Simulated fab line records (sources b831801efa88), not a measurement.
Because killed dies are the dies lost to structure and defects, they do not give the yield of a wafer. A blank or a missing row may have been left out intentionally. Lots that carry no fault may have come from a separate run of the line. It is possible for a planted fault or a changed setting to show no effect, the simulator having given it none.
fab line records ; flow sky130
[record] lots = 6; wafers = 18; last_day = 50
route steps=708 shown CAPM@548 METAL3@555
lots untouched by any fault: they come from a run of this same line in which no faults occurred
start_h: the number of hours between the record's first day and the start of the first shown wafer of the lot ; wait_h: hours elapsed since this lot's preceding step ; " repeats the value in the row above ; L1.1+2: a row that stands for several wafers ; - no value present, or no start provided ; * or withheld: withheld ; < > ~ a bound
route shown NAME@n: NAME is a module with steps in the file, n the number in the route of the first one ; usual: mean and standard deviation over wafers with no fault ; same: alike in all rows ; chamber/n: place in a boat ; sites: per-site readings ; _std_site: how widely they spread, as a standard deviation ; _edge_site: mean of outer sites minus mean of inner sites ; radius_mm: for every site, how far away it sits from the centre of the wafer ; mask NAME#n: copy n ; behind: the tool/chamber that last shaped the wafer ; hold: why the lot was held/for how many hours/how that ended ; device: which transistor (n, p or np) failed to switch ; end of line: the tests these same wafers got at the end of their route ; for a step that has no rows: nothing shown but its recipe ; killed: dies lost to structure and defects at the first sort, not the wafer's yield ; map: a wafer's dies, x killed, . not, _ none there
set.NAME: setting as actually run; set.NAME@STEP: the setting as run at that earlier step ; model.NAME: the simulator's own value behind a step, which no gauge read
a table for each step, a row for each wafer; lots at some steps of the route
services: the hour from which a tool's chamber was out of use, counted from the record's first day as start_h (under 0 if before that day), plus the number of hours and why
[[steps]]
[step SKY_CAPM_DEVELOP_11]
[recipe] resist = NOVOLAK; developer = TMAH; develop_time_s = 60; dev_temp_c = 23
[step SKY_CAPM_OVL_MEAS_12]
[usual] CAPM_OVL = -0.3/1.5
lot.wafer;tool;chamber;start_h;wait_h;CAPM_OVL[nm]
L712.2;overlay-01;-;890.91;0.1;-2.8
L712.3;overlay-01;-;890.91;0.1;-2.6
L712.4;overlay-01;-;890.91;0.1;-1.6
L714.2;overlay-02;-;935.25;0.1;0.2
L714.3;overlay-02;-;935.25;0.1;0.3
L714.5;overlay-02;-;935.25;0.1;-1.7
L719.3;overlay-02;-;953.65;0.1;0.4
L719.4;overlay-02;-;953.65;0.1;0.5
L719.6;overlay-02;-;953.65;0.1;-0.9
L720.2;overlay-01;-;953.75;0.1;-0.3
L720.5;overlay-01;-;953.75;0.1;3.6
L720.6;overlay-01;-;953.75;0.1;0.1
L730.2;overlay-02;-;1018.95;0.1;0.5
L730.4;overlay-02;-;1018.95;0.1;1.6
L730.6;overlay-02;-;1018.95;0.1;1.0
L731.1;overlay-02;-;1031.96;0.1;-2.5
L731.2;overlay-02;-;1031.96;0.1;0.0
L731.6;overlay-02;-;1031.96;0.1;-2.4
[step SKY_CAPM_METAL_ETCH_13]
[recipe] target_depth_nm = 220; stop_on = SiO2; chemistry = Cl2/BCl3; target = TiN; pressure_mtorr = 10; icp_w = 900; bias_w = 48.5; Cl2_flow_sccm = 60; bcl3_flow_sccm = 30; time_s = 62.9
[usual] chamber_pressure_mTorr = 10.000/0.013; drypump_motor_current_A = 5.9/0.46; oes_product_au = 0.961/0.0071; throttle_valve_pct = 21.890/0.0092
lot.wafer;tool;chamber;start_h;wait_h;chamber_pressure_mTorr;drypump_motor_current_A;oes_product_au;rf_hours_counter_h;throttle_valve_pct
L712.2;rie_metal-02;0;890.94;0.0;9.988;5.5;0.960;9;21.908
L712.3;rie_metal-02;1;890.94;0.0;9.996;6.2;0.958;-;21.891
L712.4;rie_metal-02;0;890.94;0.0;10.011;5.5;0.962;-;21.888
L714.2;rie_metal-02;0;935.28;0.0;10.001;5.5;0.953;11;21.898
L714.3;rie_metal-02;0;935.28;0.0;10.000;5.5;0.969;-;21.890
L714.5;rie_metal-02;0;935.28;0.0;9.996;5.5;0.964;-;21.886
L719.3;rie_metal-01;1;953.70;0.0;9.979;5.8;0.957;-;21.896
L719.4;rie_metal-01;0;953.70;0.0;10.003;4.9;0.967;-;21.885
L719.6;rie_metal-01;1;953.70;0.0;9.985;5.8;0.960;-;21.871
L720.2;rie_metal-03;1;953.78;0.0;10.013;6.0;0.961;3;21.897
L720.5;rie_metal-03;0;953.78;0.0;10.001;6.5;0.969;-;21.894
L720.6;rie_metal-03;1;953.78;0.0;10.017;6.0;0.964;-;21.898
L730.2;rie_metal-03;1;1018.98;0.0;10.007;5.9;0.952;7;21.895
L730.4;rie_metal-03;1;1018.98;0.0;9.999;6.0;0.966;-;21.886
L730.6;rie_metal-03;0;1018.98;0.0;9.989;6.5;0.961;-;21.894
L731.1;rie_metal-01;1;1031.99;0.0;9.992;5.8;0.969;9;21.876
L731.2;rie_metal-01;0;1031.99;0.0;9.999;4.9;0.959;20;21.896
L731.6;rie_metal-01;0;1031.99;0.0;10.001;4.9;0.971;-;21.880
[step SKY_CAPM_STRIP_14]
[recipe] chemistry = O2/N2; power_w = 1400; pressure_mtorr = 1500; platen_temp_c = withheld; o2_flow_sccm = 3000; n2_flow_sccm = 300; overash_fraction = 0.5
[usual] chamber_pressure_mTorr = 1500.0/1.5; drypump_motor_current_A = 5.5/0.43; oes_product_au = 0.710/0.0044; strip_time_to_endpoint_s = 12.66/0.047
lot.wafer;tool;chamber;start_h;wait_h;chamber_pressure_mTorr;drypump_motor_current_A;oes_product_au;rf_hours_counter_h;strip_time_to_endpoint_s
L712.2;plasma_asher-01;0;891.02;0.1;1500.0;5.2;0.706;15;12.67
L712.3;plasma_asher-01;0;891.02;0.1;1497.7;5.2;0.712;-;12.71
L712.4;plasma_asher-01;1;891.02;0.1;1498.8;5.5;0.711;-;12.67
L714.2;plasma_asher-01;1;935.36;0.1;1502.1;5.5;0.707;20;12.63
L714.3;plasma_asher-01;1;935.36;0.1;1499.4;5.5;0.714;-;12.69
L714.5;plasma_asher-01;0;935.36;0.1;1502.1;5.2;0.707;-;12.67
L719.3;plasma_asher-03;1;953.78;0.1;1499.7;6.2;0.711;-;12.62
L719.4;plasma_asher-03;0;953.78;0.1;1497.8;5.8;0.705;-;12.57
L719.6;plasma_asher-03;0;953.78;0.1;1498.2;5.8;0.706;-;12.67
L720.2;plasma_asher-01;0;953.86;0.1;1501.0;5.3;0.711;22;12.76
L720.5;plasma_asher-01;1;953.86;0.1;1499.9;5.5;0.709;-;12.70
L720.6;plasma_asher-01;0;953.86;0.1;1499.5;5.2;0.706;-;12.73
L730.2;plasma_asher-03;0;1019.06;0.1;1500.8;5.8;0.715;60;12.69
L730.4;plasma_asher-03;0;1019.06;0.1;1500.6;5.8;0.706;-;12.68
L730.6;plasma_asher-03;0;1019.06;0.1;1501.6;5.8;0.707;-;12.64
L731.1;plasma_asher-01;1;1032.07;0.1;1498.4;5.5;0.710;28;12.64
L731.2;plasma_asher-01;0;1032.07;0.1;1497.6;5.3;0.719;28;12.64
L731.6;plasma_asher-01;0;1032.07;0.1;1498.6;5.3;0.713;-;12.69
[step SKY_CAPM_STRIP_15]
[recipe] chemistry = post_etch_residue_remover; time_s = 1200; temp_c = 72.5
[step SKY_CAPM_CLEAN_16]
[recipe] chemistry = IPA; time_s = 180; temp_c = 25
[step SKY_CAPM_CLEAN_17]
[recipe] chemistry = O3/DIW; dry = n2_spin
[step SKY_METAL3_DEHYDRATE_05]
[recipe] temp_c = 200; time_s = 60
[step SKY_METAL3_HMDS_06]
[recipe] prime_time_s = 60; prime_temp_c = 120
[step SKY_METAL3_COAT_07]
[recipe] resist = BARC; temp_c = withheld; time_s = withheld; spin_rpm = 3000; resist_thk_nm = 60
[step SKY_METAL3_COAT_08]
[recipe] resist = KrF-thick; spin_rpm = 3000; resist_thk_nm = 1140
[step SKY_METAL3_SOFTBAKE_09]
[recipe] temp_c = 100; time_s = 90; resist = KrF-thick
[step SKY_METAL3_EXPOSE_10]
[recipe] mask_id = MM3; na = 0.68; source_shape = annular; sigma_inner = 0.4; sigma_outer = 0.8; target_cd_nm = 300; dose_mj = 28
[usual] exposure_dose_mJ_cm2 = 27.924/0.025; focus_offset_nm = 0.0/0.48; na = 0.68/0; stage_vel_mm_s = 500.00/0.26
lot.wafer;tool;chamber;start_h;wait_h;mask;exposure_dose_mJ_cm2;focus_offset_nm;na;stage_vel_mm_s
L712.2;krf_scanner-01;0;904.88;-;MM3#0;27.876;-1.0;0.68;499.83
L712.3;krf_scanner-01;0;904.88;-;MM3#0;27.945;-0.5;0.68;499.68
L712.4;krf_scanner-01;0;904.88;-;MM3#0;27.940;-0.1;0.68;500.22
L714.2;krf_scanner-02;0;948.71;-;MM3#0;27.912;-0.7;0.68;500.15
L714.3;krf_scanner-02;0;948.71;-;MM3#0;27.947;-0.2;0.68;499.85
L714.5;krf_scanner-02;0;948.71;-;MM3#0;27.941;0.3;0.68;499.81
L719.3;krf_scanner-01;-;966.25;-;MM3#0;-;-;-;-
L719.4;krf_scanner-01;-;966.25;-;MM3#0;-;-;-;-
L719.6;krf_scanner-01;-;966.25;-;MM3#0;-;-;-;-
L720.2;krf_scanner-02;-;966.47;-;MM3#0;-;-;-;-
L720.5;krf_scanner-02;-;966.47;-;MM3#0;-;-;-;-
L720.6;krf_scanner-02;-;966.47;-;MM3#0;-;-;-;-
L730.2;krf_scanner-01;0;1030.99;-;MM3#0;27.935;1.0;0.68;499.96
L730.4;krf_scanner-01;0;1030.99;-;MM3#0;27.935;1.0;0.68;499.69
L730.6;krf_scanner-01;0;1030.99;-;MM3#0;27.901;-0.1;0.68;499.63
L731.1;krf_scanner-02;0;1044.47;-;MM3#0;27.967;0.4;0.68;499.98
L731.2;krf_scanner-02;0;1044.47;-;MM3#0;27.963;0.0;0.68;500.04
L731.6;krf_scanner-02;0;1044.47;-;MM3#0;27.920;0.7;0.68;499.62
[step SKY_METAL3_PEB_11]
[recipe] peb_temp_c = withheld; peb_time_s = withheld; resist = KrF-thick
[[services]]
tool;chamber;start_h;hours;kind
rie_metal-03;-;869.71;2.8;pm
krf_scanner-01;-;876.09;3.6;pm
plasma_asher-03;-;881.48;0.7;repair
krf_scanner-01;0;881.60;-;calibration
krf_scanner-01;-;882.98;4.4;pm
rie_metal-03;-;893.56;0.4;repair
krf_scanner-02;-;897.92;1.3;pm
krf_scanner-02;0;931.68;-;calibration
plasma_asher-03;-;936.46;2.5;repair
krf_scanner-01;-;942.09;1.3;pm
rie_metal-02;0;964.38;4.0;repair
plasma_asher-01;-;966.93;14.9;repair
krf_scanner-02;-;973.87;3.0;pm
krf_scanner-01;-;974.44;3.4;repair
krf_scanner-01;-;986.35;1.0;pm
krf_scanner-01;-;993.43;0.6;repair
krf_scanner-02;-;1003.07;1.0;pm
rie_metal-01;-;1003.60;1.4;pm
krf_scanner-01;-;1009.15;0.8;pm
krf_scanner-02;-;1014.43;0.8;pm
rie_metal-03;0;1019.29;14.3;repair
rie_metal-03;1;1039.80;2.1;repair
[[key]]
[first_sign] step = SKY_METAL3_EXPOSE_10; reading = tool_record; direction = missing
effect none on later readings
met_at SKY_METAL3_EXPOSE_10
struck_wafers L719.3,L719.4,L719.6,L720.2,L720.5,L720.6
later_rows_left_out L719.3,L719.4,L719.6,L720.2,L720.5,L720.6
sort_left_out L719.3,L719.4,L719.6,L720.2,L720.5,L720.6
onset_between 948.71 966.25
[fault] kind = skipped_step_whole; tool = krf_scanner-01,krf_scanner-02; chamber = -; onset_h = 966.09; steps = SKY_METAL3_EXPOSE_10; scope = struck_lots_only
// sort_left_out: the simulated sort isn't trusted on such a fault, so these wafers' sort isn't shown, and their yield isn't known
// later_rows_left_out: the simulator's readings of these wafers behind a module that went badly wrong aren't trusted and aren't shown, but for the sort
